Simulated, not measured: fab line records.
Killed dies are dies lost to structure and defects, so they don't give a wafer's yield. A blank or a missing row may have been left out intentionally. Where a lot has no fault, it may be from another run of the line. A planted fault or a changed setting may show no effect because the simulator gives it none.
fab line records	flow sky130
record: lots: 6	wafers: 18	lastDay: 50
route steps=708 shown VIA2@510 PAD_OPEN@708
lots untouched by any fault: they come from a run of this same line in which no faults occurred
startH: the number of hours between the record's first day and the start of the first shown wafer of the lot	waitH: hours elapsed since this lot's preceding step	" identical to the entry in the row above	L1.1+2: a single row standing in for several wafers	- no value, or no start was given	* or withheld: withheld	< > ~ a bound
route shown NAME@n: a module of which the file shows steps, and the number in the route of the first	usual: mean/standard deviation of fault-free wafers	same: alike in all rows	chamber/n: place in a boat	sites: each site's reading	_std_site: standard deviation of those values	_edge_site: inner sites' mean taken away from outer sites' mean	radiusMm: how far each site lies from the wafer's centre	mask NAME#n: copy n	behind: the tool/chamber that last shaped the wafer	hold: reason for holding the lot/hours on hold/outcome of the hold	device: the n, p or np transistor that did not switch	end of line: at the end of the route, the tests of the same wafers	where a step has no rows: the recipe by itself	killed: count of dies lost to structure and defects at first sort (not the wafer's yield)	map: shows each die of a wafer: x if killed, . if not, _ if none is there
set.NAME: the setting as run; set.NAME@STEP: as run at that earlier step	model.NAME: the simulator's own value behind a step, which no gauge read
lots at some steps of the route; a table a step, a row a wafer
services: a tool's chamber out of use, with start hour (startH, from the record's first day; less than 0 if before it), hours out, and reason
== steps ==
step: SKY_VIA2_BOW_MEAS_03
recipe: mode: bow
usual: VIA2_BOW: 85/6.7
lot.wafer	tool	chamber	startH	waitH	VIA2_BOW[um]
L904.2	filmMetro-01	-	838.25	0.2	89
L904.4	"	-	"	"	81
L904.5	"	-	"	"	88
L906.1	filmMetro-01	-	866.19	0.2	91
L906.4	"	-	"	"	92
L906.5	"	-	"	"	83
L915.1	filmMetro-04	-	928.45	0.1	84
L915.3	"	-	"	"	86
L915.6	"	-	"	"	74
L916.1	filmMetro-04	-	930.93	0.1	99
L916.4	"	-	"	"	89
L916.5	"	-	"	"	85
L919.1	filmMetro-04	-	957.85	0.1	76
L919.2	"	-	"	"	79
L919.5	"	-	"	"	86
L924.2	filmMetro-02	-	986.06	0.1	72
L924.4	"	-	"	"	93
L924.5	"	-	"	"	75
step: SKY_VIA2_DEHYDRATE_04
recipe: tempC: 200	timeS: 60
step: SKY_VIA2_HMDS_05
recipe: primeTimeS: 60	primeTempC: 120
step: SKY_VIA2_COAT_06
recipe: resist: BARC	tempC: withheld	timeS: withheld	spinRpm: 3000	resistThkNm: 60
step: SKY_VIA2_COAT_07
recipe: resist: KrF-thick	spinRpm: 3000	resistThkNm: 450
step: SKY_VIA2_SOFTBAKE_08
recipe: tempC: 100	timeS: 90	resist: KrF-thick
step: SKY_VIA2_EXPOSE_09
recipe: maskId: VIM2	na: 0.8	sourceShape: annular	sigmaInner: 0.55	sigmaOuter: 0.85	targetCdNm: 200	doseMj: 38
step: SKY_VIA2_PEB_10
recipe: pebTempC: withheld	pebTimeS: withheld	resist: KrF-thick
step: SKY_VIA2_DEVELOP_11
recipe: developTimeS: 60	resist: KrF-thick	devTempC: 21
step: SKY_VIA2_CD_MEAS_12
recipe: targetCdNm: 200
usual: cdNm: 199.9/1.5
lot.wafer	tool	chamber	startH	waitH	cdNm
L904.2	cdSem-02	-	863.88	-	198.7
L904.4	"	-	"	"	198.8
L904.5	"	-	"	"	200.0
L906.1	cdSem-02	-	893.18	-	200.9
L906.4	"	-	"	"	201.2
L906.5	"	-	"	"	201.6
L915.1	cdSem-01	-	954.18	-	199.0
L915.3	"	-	"	"	198.2
L915.6	"	-	"	"	197.7
L916.1	cdSem-02	-	956.31	-	201.2
L916.4	"	-	"	"	199.0
L916.5	"	-	"	"	199.3
L919.1	cdSem-01	-	983.03	-	201.4
L919.2	"	-	"	"	200.7
L919.5	"	-	"	"	199.6
L924.2	cdSem-01	-	1009.40	-	197.8
L924.4	"	-	"	"	198.0
L924.5	"	-	"	"	196.4
step: SKY_VIA2_OVL_MEAS_13
usual: VIA2_OVL: -2/5
lot.wafer	tool	chamber	startH	waitH	VIA2_OVL[nm]
L904.2	overlay-02	-	863.99	0.1	0
L904.4	"	-	"	"	0
L904.5	"	-	"	"	6
L906.1	overlay-02	-	893.30	0.1	-9
L906.4	"	-	"	"	-7
L906.5	"	-	"	"	-6
L915.1	overlay-01	-	954.30	0.1	-6
L915.3	"	-	"	"	-2
L915.6	"	-	"	"	1
L916.1	overlay-02	-	956.43	0.1	0
L916.4	"	-	"	"	4
L916.5	"	-	"	"	7
L919.1	overlay-02	-	983.15	0.1	3
L919.2	"	-	"	"	1
L919.5	"	-	"	"	1
L924.2	overlay-01	-	1009.51	0.1	-2
L924.4	"	-	"	"	-8
L924.5	"	-	"	"	1
step: SKY_VIA2_ETCH_14
recipe: chemistry: N2/H2	target: BARC	ionEnergyEv: 200	sourceW: 500	biasW: 100	pressureMtorr: 30	n2FlowSccm: 100	h2FlowSccm: 200	stopOn: SiO2	timeS: 45.9	targetDepthA: 600
usual: biasW: 100.02/0.3	chamberPressureMTorr: 30.002/0.026	drypumpMotorCurrentA: 6.0/0.36	oesProductAu: 0.854/0.0048	throttleValvePct: 13.226/0.0093
lot.wafer	tool	chamber	startH	waitH	biasW	chamberPressureMTorr	drypumpMotorCurrentA	oesProductAu	rfHoursCounterH	throttleValvePct
L904.2	rieDiel-03	3	864.02	0.0	100.62	30.034	6.3	0.850	13	13.235
L904.4	"	2	"	"	100.08	29.932	5.3	0.859	7	13.233
L904.5	"	0	"	"	99.80	30.000	6.0	0.851	-	13.227
L906.1	rieDiel-04	1	893.34	0.0	99.86	30.017	6.2	0.850	4	13.221
L906.4	"	2	"	"	99.82	29.992	6.6	0.847	7	13.217
L906.5	"	3	"	"	100.11	30.048	6.3	0.855	-	13.219
L915.1	rieDiel-04	3	954.34	0.0	100.11	29.985	6.3	0.858	16	13.229
L915.3	"	0	"	"	99.76	29.990	5.7	0.854	17	13.238
L915.6	"	2	"	"	99.57	29.996	6.6	0.849	-	13.234
L916.1	rieDiel-04	0	956.47	0.0	99.82	29.992	5.7	0.858	17	13.221
L916.4	"	3	"	"	101.07	30.017	6.4	0.852	16	13.211
L916.5	"	1	"	"	99.87	30.043	6.2	0.862	-	13.215
L919.1	rieDiel-01	3	983.19	0.0	100.46	30.007	5.5	0.861	18	13.223
L919.2	"	0	"	"	100.00	30.061	6.2	0.859	14	13.194
L919.5	"	2	"	"	100.53	29.971	5.9	0.850	-	13.247
L924.2	rieDiel-01	2	1009.54	0.0	100.28	30.039	5.9	0.855	1	13.218
L924.4	"	3	"	"	100.16	30.007	5.5	0.865	19	13.231
L924.5	"	1	"	"	99.84	29.960	6.2	0.851	-	13.223
step: SKY_VIA2_ETCH_15
recipe: target: SiO2	chemistry: C4F8/O2/Ar	targetDepthNm: 546	stopOn: TiN	maskMaterial: KrF-thick	sourceW: 1500	biasW: 1200	pressureMtorr: 40	c4f8FlowSccm: withheld	O2_flow_sccm: 6	Ar_flow_sccm: 300	timeS: 84
usual: biasW: 1200/3.2	chamberPressureMTorr: 39.99/0.034	oesProductAu: 0.940/0.005
lot.wafer	tool	chamber	startH	waitH	biasW	chamberPressureMTorr	oesProductAu	rfHoursCounterH	model.KrF-thick_of_VIA2_COAT_07.thkNm	model.TiN_of_METAL2_SPUTTER_04.thkNm
L904.2	rieDiel-03	3	864.06	0.0	1201	39.98	0.938	14	284	69.34
L904.4	"	2	"	"	1197	39.95	0.931	7	284.1	69.27
L904.5	"	0	"	"	1201	39.97	0.939	-	285.1	69.02
L906.1	rieDiel-04	1	893.38	0.0	1192	39.96	0.945	4	289.5	68.12
L906.4	"	2	"	"	1207	40.01	0.941	7	288.5	68.76
L906.5	"	3	"	"	1205	39.95	0.940	-	281.6	68.15
L915.1	rieDiel-04	3	954.38	0.0	1721	40.00	0.941	16	269.3	66.69
L915.3	"	0	"	"	1719	40.01	0.946	17	268.1	66.59
L915.6	"	2	"	"	1719	40.06	0.938	-	273.8	66.03
L916.1	rieDiel-04	0	956.51	0.0	1722	40.03	0.943	17	267.9	68.07
L916.4	"	3	"	"	1725	40.00	0.940	16	269.9	67.35
L916.5	"	1	"	"	1719	39.99	0.944	-	275.9	67.23
L919.1	rieDiel-01	3	983.23	0.0	1202	40.01	0.935	18	288.3	68.98
L919.2	"	0	"	"	1197	40.00	0.946	14	280.8	70.52
L919.5	"	2	"	"	1199	39.97	0.939	-	287.6	71.07
L924.2	rieDiel-01	2	1009.58	0.0	1198	40.01	0.941	1	284.7	68.4
L924.4	"	3	"	"	1199	39.96	0.934	19	286.6	70.42
L924.5	"	1	"	"	1200	39.99	0.949	-	281.4	68.27
step: SKY_VIA2_STRIP_16
recipe: chemistry: O2/N2	powerW: 1400	pressureMtorr: 1500	platenTempC: withheld	o2FlowSccm: 3000	n2FlowSccm: 300	overashFraction: 0.5
usual: chamberPressureMTorr: 1499.9/1.4	drypumpMotorCurrentA: 5.5/0.34	oesProductAu: 0.400/0.0049	stripTimeToEndpointS: 4.06/0.033
lot.wafer	tool	chamber	startH	waitH	chamberPressureMTorr	drypumpMotorCurrentA	oesProductAu	rfHoursCounterH	stripTimeToEndpointS
L904.2	plasmaAsher-02	1	864.13	0.0	1499.5	5.4	0.390	43	4.04
L904.4	"	0	"	"	1498.8	5.5	0.393	-	4.06
L904.5	"	1	"	"	1500.4	5.4	0.394	-	4.08
L906.1	plasmaAsher-02	1	893.44	0.0	1502.1	5.4	0.405	46	4.12
L906.4	"	0	"	"	1500.2	5.5	0.410	-	4.10
L906.5	"	0	"	"	1500.2	5.5	0.401	-	4.03
L915.1	plasmaAsher-03	1	954.44	0.0	1502.0	5.4	0.399	113	3.90
L915.3	"	0	"	"	1498.8	6.4	0.394	-	3.87
L915.6	"	1	"	"	1500.8	5.3	0.391	-	3.95
L916.1	plasmaAsher-04	1	956.58	0.0	1500.7	5.3	0.390	21	3.90
L916.4	"	0	"	"	1500.4	5.3	0.385	-	3.92
L916.5	"	0	"	"	1499.6	5.3	0.392	-	3.98
L919.1	plasmaAsher-02	0	983.29	0.0	1501.5	5.5	0.401	55	4.09
L919.2	"	1	"	"	1498.1	5.4	0.394	55	4.00
L919.5	"	1	"	"	1500.3	5.4	0.404	-	4.10
L924.2	plasmaAsher-04	0	1009.64	0.0	1497.7	5.3	0.394	26	4.09
L924.4	"	0	"	"	1500.5	5.3	0.402	-	4.08
L924.5	"	1	"	"	1499.6	5.3	0.399	-	4.01
step: SKY_VIA2_STRIP_17
recipe: chemistry: postEtchResidueRemover	timeS: 1200	tempC: 72.5
step: SKY_PAD_OPEN_PROBE_99
usual: defectLimitedYield: 82.9/1.7	killed_at_M0_to_M3: 42/6.1	killed_at_M4_up: 3.4/2	killedAtContacts: 23/4.8	killedAtFrontEnd: 15/3.8	killedAtOther: 0.3/0.48	killedDies: 84/8.5	killedOpen: 46/6.8	killedShort: 38/6.2	sort_bin_3_pad_short: 0.8/0.42	sort_bin_5_function: 10.1/1.4	sort_bin_6_memory: 6.2/0.99	sortNPass: 408/8.5	sortYieldPct: 82.9/1.7
same: grossDies: 492	killedAtBackSide: 0	sort_bin_4_leakage[%]: 0	sort_bin_8_speed[%]: 0
lot.wafer	tool	chamber	startH	waitH	defectLimitedYield[%]	killed_at_M0_to_M3	killed_at_M4_up	killedAtContacts	killedAtFrontEnd	killedAtOther	killedDies	killedOpen	killedShort	sort_bin_3_pad_short[%]	sort_bin_5_function[%]	sort_bin_6_memory[%]	sortNPass	sortYieldPct[%]
L915.1	prober-01	-	1161.07	0.1	85.0	35	1	24	13	1	74	45	29	0.2	10.4	4.5	418	85.0
L915.3	prober-01	-	1161.17	0.2	86.2	34	0	23	11	0	68	38	30	1.0	7.9	4.9	424	86.2
L915.6	prober-01	-	1161.32	0.2	83.9	44	6	20	9	0	79	40	39	1.8	8.1	6.1	413	83.9
L919.5	prober-02	-	1181.46	0.2	83.3	49	1	18	14	0	82	55	27	0.4	10.8	5.5	410	83.3
killed by level:class
L915.1 VIA1:geometricParticle:open=9 LI_CONTACT:geometricParticle:open=8 CONTACT:geometricParticle:open=7 CONTACT:geometricParticle:short=7 VIA3:geometricParticle:open=6 METAL2:geometricParticle:short=5 VIA2:geometricParticle:open=4 FIELD_ISO:geometricParticle:open=3
L915.3 CONTACT:geometricParticle:open=8 VIA3:geometricParticle:open=7 CONTACT:geometricParticle:short=6 METAL1:geometricParticle:short=6 VIA1:geometricParticle:open=6 METAL2:geometricParticle:short=5 LI_CONTACT:geometricParticle:open=5 FIELD_ISO:geometricParticle:open=3
L915.6 VIA1:geometricParticle:open=10 VIA3:geometricParticle:open=7 LI_CONTACT:geometricParticle:open=6 CONTACT:geometricParticle:short=6 METAL1:geometricParticle:short=6 METAL4:geometricParticle:short=6 VIA1:geometricParticle:short=5 LI_CONTACT:geometricParticle:short=4
L919.5 VIA1:geometricParticle:open=13 VIA2:geometricParticle:open=11 CONTACT:geometricParticle:open=9 VIA3:geometricParticle:open=8 FIELD_ISO:geometricParticle:open=6 LI_CONTACT:geometricParticle:open=5 METAL1:geometricParticle:short=5 VIA1:geometricParticle:short=5
== services ==
tool	chamber	startH	hours	kind
rieDiel-03	-	841.62	0.8	repair
rieDiel-01	2	897.63	7.3	repair
plasmaAsher-03	-	899.40	1.0	repair
rieDiel-03	-	902.65	15.6	pm
rieDiel-01	1	908.34	7.2	repair
rieDiel-04	3	912.33	5.2	repair
rieDiel-01	-	927.41	2.8	pm
rieDiel-03	1	928.77	10.6	repair
rieDiel-03	0	945.62	-	clean
rieDiel-03	0	945.62	14.6	scheduledDown
rieDiel-03	0	945.62	14.6	ventCycle
rieDiel-01	2	956.00	-	clean
rieDiel-01	2	956.00	23.2	scheduledDown
rieDiel-01	2	956.00	23.2	ventCycle
plasmaAsher-03	-	956.80	7.0	pm
rieDiel-04	1	961.85	9.1	repair
plasmaAsher-02	-	964.40	2.8	pm
plasmaAsher-02	-	990.95	1.4	repair
rieDiel-01	-	1005.27	0.8	repair
plasmaAsher-02	-	1009.26	1.1	repair
== key ==
firstSign: step: SKY_VIA2_ETCH_15	reading: biasW	direction: up	sigmas: 99+	usual: 1200	struck: 1721
effect: step: SKY_VIA2_STRIP_16	reading: stripTimeToEndpointS	direction: down	sigmas: 4.2	usual: *	struck: *
modelEffect: step: SKY_VIA2_ETCH_15	value: KrF-thick_of_VIA2_COAT_07.thkNm	without: 284.4	struck: 270.8
metAt SKY_VIA2_ETCH_15
struckWafers L915.1,L915.3,L915.6,L916.1,L916.4,L916.5
onsetBetween 893.38 954.38
fault: kind: processParameterDrift	tool: rieDiel-04	chamber: -	onsetH: 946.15	steps: SKY_VIA2_ETCH_15	channel: biasW	offset: 520.02	shape: step	endH: 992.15	actsIn: theseRecipesOnly	stated: 1200
